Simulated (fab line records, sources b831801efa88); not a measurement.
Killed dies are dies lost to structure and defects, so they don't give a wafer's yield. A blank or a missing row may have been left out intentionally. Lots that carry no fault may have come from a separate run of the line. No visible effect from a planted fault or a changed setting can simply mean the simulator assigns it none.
Matching of chambers    flow gf180mcu    4 sister chambers for GF_STI_ETCH_14 on rie-si-01
The step etches Si in HBr/Cl2/O2, target depth 360 nm, time 102.9 s. 4 wafers are shown with their chamber, then 12 later ones without.

== WAFERS PAIRED WITH THEIR CHAMBERS ==
wafer   chamber  drypump-motor-current-A (A)
L651.1  0        5.7
L657.1  3        4.9
L657.3  2        5.3
L657.5  1        4.7

== WAFERS MISSING THEIR CHAMBER ==
wafer   drypump-motor-current-A (A)
L659.4  5.7
L659.5  4.7
L659.6  5.4
L663.2  5.7
L663.3  4.9
L663.4  4.7
L664.2  4.8
L664.4  5.3
L664.5  5.7
L665.1  4.7
L665.2  5.3
L665.4  5.7

== WHICH CHAMBER EACH ONE RAN IN ==
wafer   from the rows above      in truth
L659.4  0                        0
L659.5  1                        1
L659.6  2                        2
L663.2  0                        0
L663.3  3                        3
L663.4  1                        1
L664.2  can't be placed: 1 or 3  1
L664.4  2                        2
L664.5  0                        0
L665.1  1                        1
L665.2  2                        2
L665.4  0                        0
Correct placement for 11 of the 12. Not placeable from these rows: 1 (in 1, the candidates include the true chamber). 0 placed wrongly.
How it was worked out, from the rows above alone: a wafer's distance from a chamber is the root of the sum, over the readings, of the square of ((its reading less the chamber's mean) divided by the reading's scatter). The wafer belongs to the nearest chamber; if the next one is less than 2 further off, it can't be placed. The mean given for a chamber averages the wafers shown for that chamber. The scatter: root of mean squared gap, hidden wafer to nearest shown wafer, with one shown wafer a chamber.
